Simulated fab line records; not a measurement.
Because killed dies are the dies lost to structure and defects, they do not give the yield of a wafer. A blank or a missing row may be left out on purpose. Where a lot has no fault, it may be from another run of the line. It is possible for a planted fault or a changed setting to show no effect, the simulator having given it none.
Which tool was responsible?    flow gf180mcu    Sampling: 13 lots, 38 wafers, 3 of 602 route steps

WHAT THE GAUGES SHOWED, per wafer
GF_M4_CD_MEAS_14: the cd target is 280 nm. Usual: cd_nm reads 279.8 nm (standard deviation 1.1).
lot   measured      on         cd_nm (nm)         flag
L107  day 23 08:19  cd_sem-02  279.7 277.8 278.4  
L109  day 24 21:04  cd_sem-02  278.7 278.8 278.1  
L111  day 25 03:05  cd_sem-01  277.6 278.5 279.0  
L115  day 26 19:26  cd_sem-02  281.6 282.9 281.7  
L116  day 26 22:41  cd_sem-02  279.9 281.7 278.9  
L118  day 27 16:38  cd_sem-02  279.6 279.3        
L122  day 28 19:20  cd_sem-02  280.1 279.8 280.6  
L127  day 30 08:53  cd_sem-02  280.2 279.4 280.2  
L125  day 30 12:32  cd_sem-02  279.9 281.6 280.1  
L128  day 30 09:29  cd_sem-01  278.2 278.8 279.6  
L126  day 30 10:11  cd_sem-01  281.3 280.1 281.2  
L129  day 30 11:17  cd_sem-01  280.0 280.3 280.5  
L130  day 31 04:06  cd_sem-02  280.8 280.0 279.8  

GF_V4_BOW_MEAS_05. Usual: V4_BOW gives 133 um (standard deviation 8.4).
lot   measured      on             V4_BOW (um)  flag
L107  day 23 09:41  film_metro-04  135 131 135  
L109  day 25 01:46  film_metro-01  134 130 134  
L111  day 25 04:28  film_metro-04  130 131 127  
L115  day 26 20:49  film_metro-04  132 146 133  
L116  day 27 00:06  film_metro-02  129 138 127  
L118  day 27 18:01  film_metro-04  133 127      
L122  day 28 20:44  film_metro-04  137 145 133  
L127  day 30 10:16  film_metro-01  144 132 140  
L125  day 30 13:55  film_metro-02  141 156 136  
L128  day 30 11:08  film_metro-01  133 129 145  
L126  day 30 11:42  film_metro-02  140 130 130  
L129  day 30 12:40  film_metro-04  126 122 132  
L130  day 31 05:29  film_metro-01  131 129 128  

WHICH TOOL RAN EACH LOT (tool, then ch and the chambers of the sampled wafers, then the start)
lot   GF_V3_CMP_26
L107  cmp-01 ch 0,2,3, day 22 08:51
L109  cmp-01 ch 0,1,2, day 23 13:06
L111  cmp-01 ch 0,1,2, day 24 07:18
L115  cmp-02 ch 1,2,3, day 25 21:54
L116  cmp-02 ch 0,1,2, day 26 01:35
L118  cmp-02 ch 2,3, day 26 19:06
L122  cmp-01 ch 1,2,3, day 27 23:15
L127  cmp-01 ch 1,2,3, day 29 14:11
L125  cmp-02 ch 0,2,3, day 29 14:25
L128  cmp-01 ch 0,3, day 29 14:32
L126  cmp-01 ch 0,3, day 29 14:55
L129  cmp-02 ch 1,2, day 29 15:37
L130  cmp-02 ch 2,3, day 30 09:27
- GF_V3_CMP_26: polishes, stops on SiO2, t overpolish 15 s, target thk 0 nm.

AS READ BY THE TOOLS THEMSELVES (means over the sampled wafers that have a number; for cases with no such wafer, the mark the record gives instead)
GF_V3_CMP_26. Usual: motor_current_A 10.7 A, standard deviation 1.5; overpolish_run_s 15.000 s, standard deviation 0.01; time_to_endpoint_s 87 s, standard deviation 3.7.
lot   tool    motor_current_A (A)  overpolish_run_s (s)  time_to_endpoint_s (s)  flag
L107  cmp-01  11.0                 15.010                81                      
L109  cmp-01  11.2                 14.998                83                      
L111  cmp-01  11.1                 14.998                84                      
L115  cmp-02  11.3                 12.351                86                      OFF
L116  cmp-02  10.3                 12.340                82                      OFF
L118  cmp-02  10.7                 14.992                91                      
L122  cmp-01  11.8                 15.005                85                      
L127  cmp-01  11.6                 14.999                86                      
L125  cmp-02  9.6                  15.006                94                      
L128  cmp-01  11.2                 15.006                88                      
L126  cmp-01  11.4                 14.994                87                      
L129  cmp-02  11.8                 14.995                87                      
L130  cmp-02  10.2                 14.993                87                      

THE ANSWER, worked out from the rows above alone
Rule: a lot is off if the mean of its wafers that have a number lies more than 3 standard deviations from the usual mean. A lot without any number at a reading at which 4 lots or more have one is off too. All remaining lots with rows at the step are treated as sound. After the gauges, taken in route order, come the tools' own readings; for these a lot's mean is taken, as printed above. The first step at which some lot is off is used, and at that step the reading that is off furthest; a lot without a number counts as furthest.
Off: L115, L116, at GF_V3_CMP_26 (overpolish_run_s).
If a tool, at that step or one of the process steps before it, ran each lot that is off and ran no sound lot following the first of them, it fits. Not one of the candidates tried fits.

WHAT THE SIMULATOR HAD PUT IN
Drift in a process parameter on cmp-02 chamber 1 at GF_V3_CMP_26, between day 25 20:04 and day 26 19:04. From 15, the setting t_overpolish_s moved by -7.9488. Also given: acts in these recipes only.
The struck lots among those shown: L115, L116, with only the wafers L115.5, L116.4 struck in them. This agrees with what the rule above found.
